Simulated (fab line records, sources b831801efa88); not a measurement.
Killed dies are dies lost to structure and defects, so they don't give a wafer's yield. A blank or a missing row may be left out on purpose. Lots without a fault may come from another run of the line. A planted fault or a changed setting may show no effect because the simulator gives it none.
Split-lot experiment | flow gf180mcu | 5 lots, 23 wafers read, on a route of 602 steps

THE SPLIT
At GF_POLY_GATE_CVD_00 (deposits poly-Si, target thk 200 nm, time 1200 s), the setting pressure_mtorr was moved away from the recipe's 200 mTorr on 15 of the 23 wafers read, by -11.0% to +11.0%. The other wafers ran this setting at the recipe's value.

The file shows no step between the split and the reading.

THE READING
POLY_GATE_CVD_00_THK, in nm, at GF_POLY_GATE_THK_MEAS_01. Fault-free wafers of this fab line usually give 199.9 nm, standard deviation 1.8 nm.

wafer  | tool, chamber at the split | pressure_mtorr as run, mTorr | against the recipe | POLY_GATE_CVD_00_THK, nm | against lot-mates on the recipe
L074.1 | -, -                       | 177.9                        | -11.0%             | 188.3                    | no lot-mate on the recipe
L074.3 | -, -                       | 177.9                        | -11.0%             | 186.7                    | no lot-mate on the recipe
L074.4 | -, -                       | 177.9                        | -11.0%             | 187.8                    | no lot-mate on the recipe
L074.5 | -, -                       | 177.9                        | -11.0%             | 187.7                    | no lot-mate on the recipe
L074.6 | -, -                       | 177.9                        | -11.0%             | 187.3                    | no lot-mate on the recipe
L076.1 | lpcvd-01, 0                | 200                          | recipe             | 197.1                    | -
L076.4 | lpcvd-01, 0                | 200                          | recipe             | 197.7                    | -
L076.5 | lpcvd-01, 0                | 200                          | recipe             | 198.0                    | -
L080.1 | -, -                       | 222                          | +11.0%             | 215.1                    | no lot-mate on the recipe
L080.2 | -, -                       | 222                          | +11.0%             | 213.7                    | no lot-mate on the recipe
L080.4 | -, -                       | 222                          | +11.0%             | 215.3                    | no lot-mate on the recipe
L080.5 | -, -                       | 222                          | +11.0%             | 214.6                    | no lot-mate on the recipe
L080.6 | -, -                       | 222                          | +11.0%             | 214.7                    | no lot-mate on the recipe
L083.1 | -, -                       | 200                          | recipe             | 201.2                    | -
L083.2 | -, -                       | 200                          | recipe             | 200.3                    | -
L083.3 | -, -                       | 200                          | recipe             | 200.0                    | -
L083.4 | -, -                       | 200                          | recipe             | 199.6                    | -
L083.6 | -, -                       | 200                          | recipe             | 201.7                    | -
L085.1 | -, -                       | 210.2                        | +5.1%              | 203.5                    | no lot-mate on the recipe
L085.2 | -, -                       | 210.2                        | +5.1%              | 203.0                    | no lot-mate on the recipe
L085.4 | -, -                       | 210.2                        | +5.1%              | 203.2                    | no lot-mate on the recipe
L085.5 | -, -                       | 210.2                        | +5.1%              | 205.3                    | no lot-mate on the recipe
L085.6 | -, -                       | 210.2                        | +5.1%              | 203.9                    | no lot-mate on the recipe

THE FIT
A straight line over all 23 wafers: POLY_GATE_CVD_00_THK changes by +1.19 nm for each +1% of pressure_mtorr; r = +0.98; the points scatter about the line by 1.8 nm.
Too few moved wafers have a lot-mate on the recipe to fit a line with each lot's own level taken away.

THE WHOLE CHAIN: every reading that the file lists as answering this split, in the file's order
step                     | what it does                                     | reading                                                                             | change (the file's fit)              | r (the file's)
GF_POLY_GATE_CVD_00      | deposits poly-Si, target thk 200 nm, time 1200 s | poly-Si_of_POLY_GATE_CVD_00.thk_nm (the simulator's own value, which no gauge read) | +1.18 nm for each +1% of the setting | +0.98
GF_POLY_GATE_THK_MEAS_01 |                                                  | POLY_GATE_CVD_00_THK                                                                | +1.19 for each +1% of the setting    | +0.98

THE FILE'S OWN FIT
POLY_GATE_CVD_00_THK changes by +1.19 nm for each +1% of pressure_mtorr, r = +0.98.
